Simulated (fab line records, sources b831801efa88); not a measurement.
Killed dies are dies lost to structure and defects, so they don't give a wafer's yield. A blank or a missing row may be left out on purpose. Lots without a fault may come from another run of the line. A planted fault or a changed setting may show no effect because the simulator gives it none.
fab line records | flow sfq_line
record lots=15 wafers=45 last_day=100
route steps=325 shown A5B@210
lots that met no fault: from a run of the same line without faults
start_h: hours from the record's first day to the start of the lot's first wafer shown | wait_h: hours since the lot's step before | " the same as in the row above | L1.1+2: a row that stands for several wafers | - no value, or no start given | * or withheld: withheld | < > ~ a bound
route shown NAME@n: a module of which the file shows steps, and the number in the route of the first | usual: mean/standard deviation of fault-free wafers | same: alike in all rows | chamber/n: place in a boat | sites: the reading at each site | _std_site: their standard deviation | _edge_site: outer sites' mean less inner sites' | radius_mm: how far each site lies from the wafer's centre | mask NAME#n: copy n | behind: the tool/chamber that last shaped the wafer | hold: why the lot was held/for how many hours/how that ended | device: the transistor (n, p or np) that didn't switch | end of line: the same wafers' tests at the end of the route | a step without rows: its recipe alone | killed: dies lost to structure and defects at the first sort, not the wafer's yield | map: a wafer's dies, x killed, . not, _ none there
set.NAME: the setting as run; set.NAME@STEP: as run at that earlier step | model.NAME: the simulator's own value behind a step, which no gauge read
steps of the route over a sample of lots; a table a step, a row a wafer
services: from which hour (start_h, from the record's first day; less than 0 if before it) a tool's chamber was out of use, for how many hours, and why
## steps
# step SFQ_TRILAYER_A5B_CMP_CMP_130
# recipe stop_on=Nb down_force_psi=3 platen_rpm=60 target_thk_nm=340.7
# usual edge_zone_pressure_frac=0.999/0.005 head_pressure_psi=3.001/0.0069 motor_current_A=10.4/0.74
# columns lot.wafer tool chamber start_h wait_h edge_zone_pressure_frac head_pressure_psi motor_current_A
L556.2 cmp-01 3 1488.73 3.3 0.995 3.002 10.3
L556.3 " 0 " " 0.998 3.000 10.2
L556.1 " 1 " " 0.999 3.003 11.9
L557.1 cmp-02 1 1509.50 2.0 1.001 3.012 10.8
L557.3 " 2 " " 1.008 3.004 10.6
L557.5 " 0 1511.00 3.4 0.995 2.999 10.2
L558.4 cmp-01 0 1517.81 4.4 0.988 3.010 10.0
L558.2 " 1 " " 1.000 2.995 10.9
L558.6 " 3 1519.31 5.9 0.999 2.997 10.0
L559.2 cmp-01 3 1522.81 1.4 0.993 3.000 10.4
L559.3 " 2 1524.31 2.9 0.995 3.004 9.3
L559.6 " 3 " " 0.991 3.002 10.5
L560.4 cmp-01 3 1528.81 1.3 1.000 2.994 10.3
L560.2 " 2 1530.31 2.9 1.002 3.011 8.9
L560.6 " 0 1531.31 3.8 0.997 3.010 9.7
L561.4 cmp-01 2 1628.06 17.3 0.997 3.004 9.1
L561.1 " 0 1629.06 18.3 0.998 3.012 9.8
L561.5 " 3 1630.56 19.8 1.012 3.007 10.1
L562.1 cmp-01 3 1637.06 13.4 1.004 2.998 10.5
L562.4 " 1 1638.06 14.3 0.993 3.001 11.3
L562.5 " 3 1639.06 15.3 0.997 2.997 10.1
L563.3 cmp-02 3 1646.02 12.1 0.997 3.005 12.5
L563.1 " 0 " " 1.008 3.002 10.6
L563.5 " 0 1648.52 14.6 0.996 2.994 10.7
L564.1 cmp-01 1 1646.06 9.8 0.994 2.985 11.5
L564.4 " 2 " " 0.995 3.001 9.3
L564.2 " 3 " " 0.992 3.007 10.4
L565.4 cmp-02 0 1649.02 5.5 0.997 2.996 10.5
L565.3 " 1 " " 1.000 2.993 11.0
L565.6 " 0 1651.02 7.5 1.003 3.001 10.7
L566.3 cmp-01 0 1649.56 2.5 1.001 3.000 10.1
L566.1 " 1 " " 1.006 3.017 10.8
L566.5 " 0 1651.56 4.4 1.006 3.001 9.7
L569.1 cmp-02 0 1666.35 0.0 - - -
L569.5 " 0 1668.35 2.0 - - -
L569.6 " 1 " " - - -
L570.1 cmp-01 1 1675.95 0.0 - - -
L570.2 " 0 1677.45 1.5 - - -
L570.5 " 2 1678.45 2.5 - - -
L571.2 cmp-02 2 1680.40 0.0 - - -
L571.4 " 0 1681.40 1.0 - - -
L571.3 " 1 " " - - -
L579.3 cmp-01 3 1736.87 0.5 1.003 3.001 10.1
L579.1 " 0 " " 0.999 2.991 9.9
L579.6 " 2 1738.37 2.0 1.005 2.991 9.4
# step SFQ_TRILAYER_A5B_METRO_MEASURE_131
# usual thk_nm=341/6
# columns lot.wafer tool chamber start_h wait_h thk_nm
L556.1 film_metro-02 - 1491.23 1.0 332
L556.2 " - " " 333
L556.3 " - " " 349
L557.1 film_metro-03 - 1512.00 2.0 343
L557.3 " - " " 349
L557.5 " - " " 352
L558.2 film_metro-02 - 1520.01 1.2 347
L558.4 " - " " 340
L558.6 " - " " 329
L559.2 film_metro-04 - 1526.01 2.7 332
L559.3 " - " " 337
L559.6 " - " " 334
L560.2 film_metro-02 - 1532.01 1.2 342
L560.4 " - " " 333
L560.6 " - " " 345
L561.1 film_metro-04 - 1631.06 1.5 339
L561.4 " - " " 339
L561.5 " - " " 334
L562.1 film_metro-04 - 1640.06 2.5 336
L562.4 " - " " 340
L562.5 " - " " 336
L563.1 film_metro-04 - 1649.02 2.0 345
L563.3 " - " " 341
L563.5 " - " " 347
L564.1 film_metro-03 - 1649.06 2.5 345
L564.2 " - " " 341
L564.4 " - " " 350
L566.1 film_metro-02 - 1652.15 1.6 340
L566.3 " - " " 341
L566.5 " - " " 339
L565.3 film_metro-04 - 1652.42 2.4 347
L565.4 " - " " 350
L565.6 " - " " 347
L569.1 film_metro-03 - 1669.35 2.5 597
L569.5 " - " " 607
L569.6 " - " " 596
L570.1 film_metro-04 - 1678.95 2.5 600
L570.2 " - " " 589
L570.5 " - " " 600
L571.2 film_metro-03 - 1683.60 2.7 590
L571.3 " - " " 583
L571.4 " - " " 600
L579.1 film_metro-03 - 1739.37 1.5 337
L579.3 " - " " 331
L579.6 " - " " 339
## services
# columns tool chamber start_h hours kind
film_metro-04 - 1471.67 1.0 pm
cmp-01 - 1476.82 0.2 repair
cmp-02 - 1494.06 2.3 repair
film_metro-04 - 1497.82 0.9 pm
film_metro-04 - 1527.62 7.7 repair
cmp-01 - 1535.59 2.4 repair
film_metro-03 - 1544.17 1.0 pm
cmp-01 - 1551.08 2.3 repair
film_metro-03 - 1563.75 0.8 pm
cmp-01 - 1572.66 0.6 repair
film_metro-03 - 1577.48 0.8 repair
cmp-01 - 1592.19 0.4 repair
cmp-02 - 1599.11 4.0 pm
cmp-01 - 1600.66 2.8 repair
cmp-01 - 1610.48 1.1 repair
cmp-01 - 1617.33 0.2 repair
cmp-01 - 1617.79 1.3 repair
film_metro-03 - 1651.57 1.7 pm
cmp-02 - 1661.58 1.5 repair
film_metro-04 - 1670.21 1.4 pm
cmp-02 - 1686.54 0.5 repair
film_metro-04 - 1717.17 1.0 pm
cmp-02 - 1721.85 4.1 pm
cmp-01 - 1739.96 0.7 repair
## key
first_sign step=SFQ_TRILAYER_A5B_CMP_CMP_130 reading=tool_record direction=missing
effect step=SFQ_TRILAYER_A5B_METRO_MEASURE_131 reading=thk_nm direction=up sigmas=42 usual=341 struck=596
met_at SFQ_TRILAYER_A5B_CMP_CMP_130
struck_lots L569,L570,L571
onset_between 1649.56 1666.35
fault kind=skipped_step_whole tool=cmp-01,cmp-02 chamber=- onset_h=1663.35 steps=SFQ_TRILAYER_A5B_CMP_CMP_130 scope=struck_lots_only
